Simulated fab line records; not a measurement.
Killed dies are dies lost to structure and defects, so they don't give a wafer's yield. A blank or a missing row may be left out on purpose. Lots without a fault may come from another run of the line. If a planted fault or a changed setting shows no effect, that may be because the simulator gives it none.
Which tool did it? :: flow gf180mcu :: 72 wafers from 24 lots sampled at 3 of the route's 602 steps

## WHAT THE GAUGES READ, wafer by wafer
GF_V2_THK_MEAS_25: measures by xrf.
lot: L074
measured: day 20 04:11
on: film metro-01
V2_W_THK (nm): 348 351 351

lot: L075
measured: day 20 14:50
on: film metro-02
V2_W_THK (nm): 353 355 358

lot: L076
measured: day 21 00:36
on: film metro-02
V2_W_THK (nm): 349 344 349

lot: L077
measured: day 21 04:29
on: film metro-02
V2_W_THK (nm): 347 353 350

lot: L078
measured: day 21 22:08
on: film metro-02
V2_W_THK (nm): 345 343 349

lot: L079
measured: day 22 03:28
on: film metro-04
V2_W_THK (nm): 349 355 355

lot: L080
measured: day 22 15:10
on: film metro-04
V2_W_THK (nm): 340 341 345

lot: L081
measured: day 23 08:35
on: film metro-01
V2_W_THK (nm): 355 353 353

lot: L082
measured: day 23 11:24
on: film metro-01
V2_W_THK (nm): 351 343 351

lot: L083
measured: day 23 20:23
on: film metro-01
V2_W_THK (nm): 350 353 352

lot: L084
measured: day 24 05:41
on: film metro-02
V2_W_THK (nm): 358 364 359

lot: L085
measured: day 24 11:35
on: film metro-01
V2_W_THK (nm): 362 360 360

lot: L086
measured: day 24 18:17
on: film metro-02
V2_W_THK (nm): 356 352 355

lot: L087
measured: day 24 23:23
on: film metro-04
V2_W_THK (nm): 352 349 351

lot: L088
measured: day 25 10:43
on: film metro-02
V2_W_THK (nm): 358 357 354

lot: L089
measured: day 25 14:37
on: film metro-02
V2_W_THK (nm): 363 366 353

lot: L090
measured: day 25 21:47
on: film metro-02
V2_W_THK (nm): 355 351 353

lot: L091
measured: day 26 05:00
on: film metro-04
V2_W_THK (nm): 347 342 346

lot: L092
measured: day 26 09:34
on: film metro-02
V2_W_THK (nm): 350 345 353

lot: L093
measured: day 26 20:52
on: film metro-02
V2_W_THK (nm): 358 351 354

lot: L094
measured: day 27 06:07
on: film metro-02
V2_W_THK (nm): 357 349 353

lot: L095
measured: day 27 11:56
on: film metro-01
V2_W_THK (nm): 348 348 350

lot: L096
measured: day 27 16:10
on: film metro-04
V2_W_THK (nm): 354 352 352

lot: L097
measured: day 27 21:52
on: film metro-01
V2_W_THK (nm): 356 346 358

## WHICH TOOL RAN EACH LOT (tool, then ch and the chambers of the sampled wafers, then the start)
lot: L074
GF_M2_STRIP_17: plasma asher-04 ch 0,1, day 19 01:31
GF_V2_CVD_23: cvd w-02 ch 0,1, day 20 03:57

lot: L075
GF_M2_STRIP_17: plasma asher-01 ch 0,1, day 19 12:34
GF_V2_CVD_23: cvd w-01 ch 0,1, day 20 14:36

lot: L076
GF_M2_STRIP_17: plasma asher-04 ch 0,1, day 19 21:49
GF_V2_CVD_23: cvd w-02 ch 0,1, day 21 00:22

lot: L077
GF_M2_STRIP_17: plasma asher-01 ch 0,1, day 20 02:22
GF_V2_CVD_23: cvd w-01 ch 0,1, day 21 04:15

lot: L078
GF_M2_STRIP_17: plasma asher-02 ch 1, day 20 19:49
GF_V2_CVD_23: cvd w-02 ch 1, day 21 21:55

lot: L079
GF_M2_STRIP_17: plasma asher-01 ch 0,1, day 21 01:20
GF_V2_CVD_23: cvd w-01 ch 0,1, day 22 03:14

lot: L080
GF_M2_STRIP_17: plasma asher-02 ch 0,1, day 21 13:25
GF_V2_CVD_23: cvd w-02 ch 0,1, day 22 14:55

lot: L081
GF_M2_STRIP_17: plasma asher-04 ch 0,1, day 22 07:19
GF_V2_CVD_23: cvd w-02 ch 0,1, day 23 08:20

lot: L082
GF_M2_STRIP_17: plasma asher-01 ch 0,1, day 22 09:22
GF_V2_CVD_23: cvd w-02 ch 0,1, day 23 11:11

lot: L083
GF_M2_STRIP_17: plasma asher-01 ch 0,1, day 22 19:25
GF_V2_CVD_23: cvd w-02 ch 0,1, day 23 20:08

lot: L084
GF_M2_STRIP_17: plasma asher-02 ch 0, day 23 05:16
GF_V2_CVD_23: cvd w-01 ch 0,1, day 24 05:27

lot: L085
GF_M2_STRIP_17: plasma asher-04 ch 0,1, day 23 11:25
GF_V2_CVD_23: cvd w-01 ch 0,1, day 24 11:23

lot: L086
GF_M2_STRIP_17: plasma asher-01 ch 0,1, day 23 17:58
GF_V2_CVD_23: cvd w-02 ch 0,1, day 24 18:03

lot: L087
GF_M2_STRIP_17: plasma asher-02 ch 0,1, day 23 23:10
GF_V2_CVD_23: cvd w-02 ch 0,1, day 24 23:09

lot: L088
GF_M2_STRIP_17: plasma asher-01 ch 0,1, day 24 11:04
GF_V2_CVD_23: cvd w-01 ch 0,1, day 25 10:28

lot: L089
GF_M2_STRIP_17: plasma asher-02 ch 0, day 24 15:00
GF_V2_CVD_23: cvd w-01 ch 0,1, day 25 14:23

lot: L090
GF_M2_STRIP_17: plasma asher-02 ch 0,1, day 24 22:08
GF_V2_CVD_23: cvd w-02 ch 0,1, day 25 21:35

lot: L091
GF_M2_STRIP_17: plasma asher-04 ch 1, day 25 05:07
GF_V2_CVD_23: cvd w-02 ch 0,1, day 26 04:46

lot: L092
GF_M2_STRIP_17: plasma asher-04 ch 0,1, day 25 10:56
GF_V2_CVD_23: cvd w-02 ch 0,1, day 26 09:20

lot: L093
GF_M2_STRIP_17: plasma asher-01 ch 0,1, day 25 22:38
GF_V2_CVD_23: cvd w-01 ch 0,1, day 26 20:38

lot: L094
GF_M2_STRIP_17: plasma asher-04 ch 0,1, day 26 07:16
GF_V2_CVD_23: cvd w-01 ch 0,1, day 27 05:53

lot: L095
GF_M2_STRIP_17: plasma asher-04 ch 0, day 26 13:19
GF_V2_CVD_23: cvd w-02 ch 0,1, day 27 11:41

lot: L096
GF_M2_STRIP_17: plasma asher-01 ch 0,1, day 26 17:11
GF_V2_CVD_23: cvd w-02 ch 0,1, day 27 15:56

lot: L097
GF_M2_STRIP_17: plasma asher-02 ch 0, day 26 22:49
GF_V2_CVD_23: cvd w-02 ch 0,1, day 27 21:38
- GF_M2_STRIP_17: strips in O2/N2.
- GF_V2_CVD_23: deposits W, target thk 350 nm, time 104.94 s.

## WHAT THE TOOLS THEMSELVES READ (means of the sampled wafers that have a number; where no wafer has one, the mark that the record gives instead)
GF_M2_STRIP_17.
lot: L074
tool: plasma asher-04
drypump motor current A (A): 5.5
heater power w (W): 336
oes product au (a.u.): 0.536
strip time to endpoint s (s): 7.40

lot: L075
tool: plasma asher-01
drypump motor current A (A): 5.3
heater power w (W): 340
oes product au (a.u.): 0.538
strip time to endpoint s (s): 7.38

lot: L076
tool: plasma asher-04
drypump motor current A (A): 5.8
heater power w (W): 366
oes product au (a.u.): 0.537
strip time to endpoint s (s): 7.33

lot: L077
tool: plasma asher-01
drypump motor current A (A): 5.3
heater power w (W): 336
oes product au (a.u.): 0.538
strip time to endpoint s (s): 7.36

lot: L078
tool: plasma asher-02
drypump motor current A (A): 6.1
heater power w (W): 341
oes product au (a.u.): 0.538
strip time to endpoint s (s): 7.38

lot: L079
tool: plasma asher-01
drypump motor current A (A): 5.9
heater power w (W): 367
oes product au (a.u.): 0.540
strip time to endpoint s (s): 7.42

lot: L080
tool: plasma asher-02
drypump motor current A (A): 5.8
heater power w (W): 368
oes product au (a.u.): 0.537
strip time to endpoint s (s): 7.38

lot: L081
tool: plasma asher-04
drypump motor current A (A): 5.8
heater power w (W): 364
oes product au (a.u.): 0.537
strip time to endpoint s (s): 7.47

lot: L082
tool: plasma asher-01
drypump motor current A (A): 5.3
heater power w (W): 341
oes product au (a.u.): 0.538
strip time to endpoint s (s): 7.38

lot: L083
tool: plasma asher-01
drypump motor current A (A): 5.9
heater power w (W): 364
oes product au (a.u.): 0.534
strip time to endpoint s (s): 7.35

lot: L084
tool: plasma asher-02
drypump motor current A (A): 5.6
heater power w (W): 378
oes product au (a.u.): 0.538
strip time to endpoint s (s): 7.40

lot: L085
tool: plasma asher-04
drypump motor current A (A): 5.6
heater power w (W): 333
oes product au (a.u.): 0.532
strip time to endpoint s (s): 7.33

lot: L086
tool: plasma asher-01
drypump motor current A (A): 5.3
heater power w (W): 339
oes product au (a.u.): 0.540
strip time to endpoint s (s): 7.42

lot: L087
tool: plasma asher-02
drypump motor current A (A): 5.9
heater power w (W): 352
oes product au (a.u.): 0.536
strip time to endpoint s (s): 7.37

lot: L088
tool: plasma asher-01
drypump motor current A (A): 5.3
heater power w (W): 335
oes product au (a.u.): 0.539
strip time to endpoint s (s): 7.38

lot: L089
tool: plasma asher-02
drypump motor current A (A): 5.6
heater power w (W): 377
oes product au (a.u.): 0.542
strip time to endpoint s (s): 7.37

lot: L090
tool: plasma asher-02
drypump motor current A (A): 6.0
heater power w (W): 358
oes product au (a.u.): 0.539
strip time to endpoint s (s): 7.40

lot: L091
tool: plasma asher-04
drypump motor current A (A): 6.0
heater power w (W): 390
oes product au (a.u.): 0.538
strip time to endpoint s (s): 7.39

lot: L092
tool: plasma asher-04
drypump motor current A (A): 5.8
heater power w (W): 363
oes product au (a.u.): 0.541
strip time to endpoint s (s): 7.46

lot: L093
tool: plasma asher-01
drypump motor current A (A): 5.3
heater power w (W): 333
oes product au (a.u.): 0.535
strip time to endpoint s (s): 7.37

lot: L094
tool: plasma asher-04
drypump motor current A (A): 5.8
heater power w (W): 368
oes product au (a.u.): 0.538
strip time to endpoint s (s): 7.43

lot: L095
tool: plasma asher-04
drypump motor current A (A): 5.3
heater power w (W): 306
oes product au (a.u.): 0.540
strip time to endpoint s (s): 7.39

lot: L096
tool: plasma asher-01
drypump motor current A (A): 5.3
heater power w (W): 342
oes product au (a.u.): 0.538
strip time to endpoint s (s): 7.35

lot: L097
tool: plasma asher-02
drypump motor current A (A): 5.6
heater power w (W): 385
oes product au (a.u.): 0.541
strip time to endpoint s (s): 7.38

GF_V2_CVD_23.
lot: L074
tool: cvd w-02
heater power outer w (W): 585
heater power w (W): 954

lot: L075
tool: cvd w-01
heater power outer w (W): 513
heater power w (W): 817

lot: L076
tool: cvd w-02
heater power outer w (W): 535
heater power w (W): 886

lot: L077
tool: cvd w-01
heater power outer w (W): 522
heater power w (W): 813

lot: L078
tool: cvd w-02
heater power outer w (W): 484
heater power w (W): 819

lot: L079
tool: cvd w-01
heater power outer w (W): 524
heater power w (W): 821

lot: L080
tool: cvd w-02
heater power outer w (W): 540
heater power w (W): 892

lot: L081
tool: cvd w-02
heater power outer w (W): 536
heater power w (W): 876

lot: L082
tool: cvd w-02
heater power outer w (W): 590
heater power w (W): 955

lot: L083
tool: cvd w-02
heater power outer w (W): 589
heater power w (W): 964

lot: L084
tool: cvd w-01
heater power outer w (W): 518
heater power w (W): 804

lot: L085
tool: cvd w-01
heater power outer w (W): 536
heater power w (W): 835

lot: L086
tool: cvd w-02
heater power outer w (W): 579
heater power w (W): 959

lot: L087
tool: cvd w-02
heater power outer w (W): 534
heater power w (W): 884

lot: L088
tool: cvd w-01
heater power outer w (W): 517
heater power w (W): 814

lot: L089
tool: cvd w-01
heater power outer w (W): 530
heater power w (W): 819

lot: L090
tool: cvd w-02
heater power outer w (W): 586
heater power w (W): 970

lot: L091
tool: cvd w-02
heater power outer w (W): 585
heater power w (W): 962

lot: L092
tool: cvd w-02
heater power outer w (W): 591
heater power w (W): 954

lot: L093
tool: cvd w-01
heater power outer w (W): 524
heater power w (W): 820

lot: L094
tool: cvd w-01
heater power outer w (W): 525
heater power w (W): 805

lot: L095
tool: cvd w-02
heater power outer w (W): 588
heater power w (W): 970

lot: L096
tool: cvd w-02
heater power outer w (W): 538
heater power w (W): 893

lot: L097
tool: cvd w-02
heater power outer w (W): 582
heater power w (W): 962

## THE ANSWER, worked out from the rows above alone
Rule: what is usual is taken from the lots themselves. The widest of any qualifying gaps counts: lots, ordered by their means at a reading, are off when they make up no more than a third of the lots, leave a main group of 4 or more, and stand apart from it by 3 or more times the standard deviation of that group's means. If all means in a main group match to the digits the tables above print for the reading, that group is not used. A lot without any number at a reading at which 4 lots or more have one is off too. All remaining lots with rows at the step are treated as sound. Order of review: gauges by route order, followed by the tools' own readings, for which a lot's mean as printed above is used. At the first step where some lot is off, the reading lying furthest off is the one used; lots without a number count as furthest.
No lot is off on any of the readings shown, so nothing can be concluded from this.

## WHAT THE SIMULATOR HAD INSERTED
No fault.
